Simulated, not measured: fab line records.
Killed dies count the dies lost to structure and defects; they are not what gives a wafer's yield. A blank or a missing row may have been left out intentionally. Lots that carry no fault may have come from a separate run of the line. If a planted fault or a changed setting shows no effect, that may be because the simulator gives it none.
Comparing a struck lot with a sound one :: flow sky130 :: 15 out of 708 route steps
Sound: these wafers, L751.1, L751.2, L751.5. Struck: wafers L765.1, L765.5 (left out: L765.2, a lot-mate that was not struck); the cause follows at the end.
At each step with rows: each side's tool, then ch and its chambers, then its first start. Under that, the readings that differ: sound wafers :: struck wafers :: difference of the means :: sigmas: that difference in standard deviations of wafers without a fault.
alike: same words and numbers on both sides, and readings whose means sit less than 2 such deviations apart. not compared: any withheld reading, any reading some wafer has no value for, any bound like >300 that may hide the same value, and any number with overlapping values for which the record gives no deviation.
The two part at a step that has a row with sigmas, a row that says differs or no value, or rows on one side only. When numbers do not overlap yet have no deviation, they are printed without sigmas and do not part them. A reading missing from all wafers of one side parts the sides only when that side holds two or more wafers.

SKY_METAL1_THK_MEAS_06: measures by xrf.
  sound on film_metro-02 at day 32 19:41; struck on film_metro-02 at day 37 01:07
  alike: METAL1_ALCU_THK
then, 8 steps without rows for these wafers: SKY_METAL1_DEHYDRATE_07 (time 60 s); SKY_METAL1_HMDS_08 (prime time 60 s); SKY_METAL1_COAT_09 (resist thk 60 nm); SKY_METAL1_COAT_10 (resist thk 450 nm); SKY_METAL1_SOFTBAKE_11 (time 90 s); SKY_METAL1_EXPOSE_12 (exposes mask MM1, target cd 140 nm); SKY_METAL1_PEB_13; SKY_METAL1_DEVELOP_14 (develop time 60 s).
SKY_METAL1_CD_MEAS_15: the cd target is 140 nm.
  sound on cd_sem-01 at day 33 21:58; struck on cd_sem-01 at day 38 03:14
  alike: cd_nm
SKY_METAL1_OVL_MEAS_16:
  sound on overlay-01 at day 33 22:05; struck on overlay-01 at day 38 03:22
  alike: METAL1_OVL
SKY_METAL1_DESCUM_17: chemistry O2, time 8 s.
  sound on rie_metal-04 ch 0,1, day 33 22:08; struck on rie_metal-04 ch 0, day 38 03:24
  alike: drypump_motor_current_A, oes_product_au, temp_c
  not compared: rf_hours_counter_h
SKY_METAL1_ETCH_18: etches BARC in N2/H2, stops on SiO2, time 45.9 s, target depth 60 nm.
  sound on rie_metal-04 ch 0,1, day 33 22:10; struck on rie_metal-04 ch 0, day 38 03:26
reading: rf_fwd_power_W (W)
sound: 498.0 494.1 496.4
struck: 577.0 576.2
difference: +80.4
sigmas: +42

reading: model.KrF-thick_of_METAL1_COAT_10.thk_nm (nm)
sound: 398.1 397 396.5
struck: 386.4 385.9
difference: -11.1
sigmas: 
  alike: drypump_motor_current_A, oes_product_au, throttle_valve_pct
  not compared: rf_hours_counter_h
SKY_METAL1_METAL_ETCH_19: etches the open film in Cl2/BCl3, stops on SiO2, target depth 360 nm, time 78 s.
  sound on rie_metal-04 ch 0,1, day 33 22:14; struck on rie_metal-04 ch 0, day 38 03:29
  alike: drypump_motor_current_A, mfc_cl2_sccm, oes_product_au, rf_fwd_power_W, throttle_valve_pct
  not compared: rf_hours_counter_h
-- the record jumps here: 12 days lie between the struck wafers' starts before and after (it left off in module METAL1 and takes up again in module PAD_OPEN, whose first step shown is number 708 of the route) --
SKY_PAD_OPEN_PROBE_99:
  the record has rows for the struck wafers here (prober-02, day 49 19:48) and none for the sound ones

== WHERE THEY PART ==
Earliest at SKY_METAL1_ETCH_18; latest, in this record, at SKY_PAD_OPEN_PROBE_99.

WHY: the cause the simulator had injected
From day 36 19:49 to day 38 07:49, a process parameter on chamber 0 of rie_metal-04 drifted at SKY_METAL1_ETCH_18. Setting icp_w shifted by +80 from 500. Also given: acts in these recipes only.
